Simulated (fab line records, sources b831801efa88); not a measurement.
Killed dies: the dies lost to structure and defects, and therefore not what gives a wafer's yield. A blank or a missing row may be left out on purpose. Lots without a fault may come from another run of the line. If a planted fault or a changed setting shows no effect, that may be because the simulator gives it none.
A lot that was struck, set against a sound lot ; flow sky130 ; 22 out of 708 route steps
Sound: these wafers, L486.4, L486.5, L486.6. Struck: wafers L497.2, L497.3, L497.5. The cause is given at the end.
For every step that has rows: the tool of each side, followed by ch and its chambers, followed by its first start. Under that, the readings that differ: sound wafers ; struck wafers ; difference of the means ; sigmas: that difference in standard deviations of wafers without a fault.
alike: same words and numbers on both sides, and readings whose means sit less than 2 such deviations apart. not compared: any withheld reading, any reading some wafer has no value for, any bound like >300 that may hide the same value, and any number with overlapping values for which the record gives no deviation.
A row with sigmas, a row that says differs or no value, or rows on one side alone: a step with any of these is where the two part. Numbers that don't overlap but have no deviation are shown without sigmas and don't part them. A reading that every wafer of one side lacks parts them only if that side has two wafers or more.

SKY_POLY_GATE_THK_MEAS_21:
  sound on film-metro-03, day 19 06:59; struck on film-metro-03, day 23 09:32
  alike: POLY_GATE_OXIDATION_THK
SKY_POLY_GATE_CD_MEAS_22:
  sound on cd-sem-01, day 19 07:06; struck on cd-sem-02, day 23 09:37
  alike: cd-nm
then, 7 steps without rows for these wafers: SKY_LDD_N_DEHYDRATE_00 (time 60 s); SKY_LDD_N_HMDS_01 (prime time 60 s); SKY_LDD_N_COAT_02 (resist thk 300 nm); SKY_LDD_N_SOFTBAKE_03 (time 60 s); SKY_LDD_N_EXPOSE_04 (exposes mask NTM, target cd 840 nm); SKY_LDD_N_PEB_05; SKY_LDD_N_DEVELOP_06 (develop time 60 s).
SKY_LDD_N_OVL_MEAS_07:
  sound on overlay-02, day 20 13:27; struck on overlay-02, day 24 14:39
  alike: LDD_N_OVL
then, 2 steps without rows for these wafers: SKY_LDD_N_IMPLANT_08; SKY_LDD_N_IMPLANT_09.
SKY_LDD_N_IMPLANT_10:
  sound on implanter-01 ch 0, day 20 13:50; struck on implanter-04 ch 0, day 24 15:00
reading;sound;struck;difference;sigmas
beam-on-s (s);9.88 10.16 10.11;40.37 40.07 39.70;+30.00;+99 or more
dose-ions-cm2;7.498e+13 7.51e+13 7.491e+13;3.9984e+14 3.9987e+14 3.9975e+14;+3.2482e+14;+99 or more
faraday-current-uA;426 414 417;558 560 566;+142;+17
  alike: end-station-pressure-torr
then, 5 steps without rows for these wafers: SKY_LDD_N_IMPLANT_11; SKY_LDD_N_IMPLANT_12; SKY_LDD_N_IMPLANT_13; SKY_LDD_N_IMPLANT_14; SKY_LDD_N_IMPLANT_15.
SKY_LDD_N_STRIP_16: strips in O2/N2.
  sound on plasma-asher-03 ch 0,1, day 20 14:42; struck on plasma-asher-02 ch 0,1, day 24 15:53
reading;sound;struck;difference;sigmas
strip-time-to-endpoint-s (s);4.331 4.294 4.300;5.099 5.145 5.126;+0.815;+51
  alike: chamber-pressure-mTorr, drypump-motor-current-A, oes-product-au
  not compared: rf-hours-counter-h
SKY_LDD_N_TW_MEAS_17:
  sound on film-metro-02, day 20 14:48; struck on film-metro-04, day 24 15:59
reading;sound;struck;difference;sigmas
LDD_N_TW;2597 2599 2587;2887 2865 2874;+281;+9
then, 1 step without rows for these wafers: SKY_LDD_P_DEHYDRATE_00 (time 60 s).
-- record jumps: 25 days separate the struck wafers' starts on either side; left off in module LDD_P, taken up again in module PAD_OPEN, whose first shown step is the route's number 708 --
SKY_PAD_OPEN_PROBE_99:
  sound on prober-02, day 47 12:11; struck on prober-01, day 49 23:52
reading;sound;struck;difference;sigmas
model.etest.tip-n.rs-ohm-sq;450.4 447.2 446.8;303.3 302.2 299.4;-146.5;
model.etest.nfet_01v8.r-on-ohm-um;854 866.8 862.5;793.6 794.6 806.5;-62.9;
model.etest.nfet_01v8_turned.drive-ua-um;481 469.8 466.9;523.5 522.1 523.4;+50.4;
model.etest.nfet_01v8_swapped.drive-ua-um;478.8 471.6 465.7;520.9 525.4 517.1;+49.1;
model.etest.nfet_01v8_lvt.drive-ua-um;555 542.7 541.8;589.1 596 583.2;+42.9;
model.etest.nfet_01v8.drive-ua-um;476.8 469.8 466.2;513.6 518.6 511.4;+43.6;
model.etest.sram-nfet-pass.drive-ua-um;465.9 457.7 425;492.1 491.4 483.4;+39.4;
  alike: killed_at_M0_to_M3, killed_at_M4_up, killed-at-contacts, killed-at-front-end, killed-at-other, killed-dies, killed-open, killed-short
  not compared: model.etest.tip-n.rs-ohm-sq-range

== WHERE THEY PART ==
At SKY_LDD_N_IMPLANT_10 first; at SKY_LDD_N_TW_MEAS_17 last (within this record only). Later steps at which nothing parts them and some readings are alike: SKY_PAD_OPEN_PROBE_99.

WHY: the cause the simulator had injected
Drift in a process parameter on implanter-04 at SKY_LDD_N_IMPLANT_10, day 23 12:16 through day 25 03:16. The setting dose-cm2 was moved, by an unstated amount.
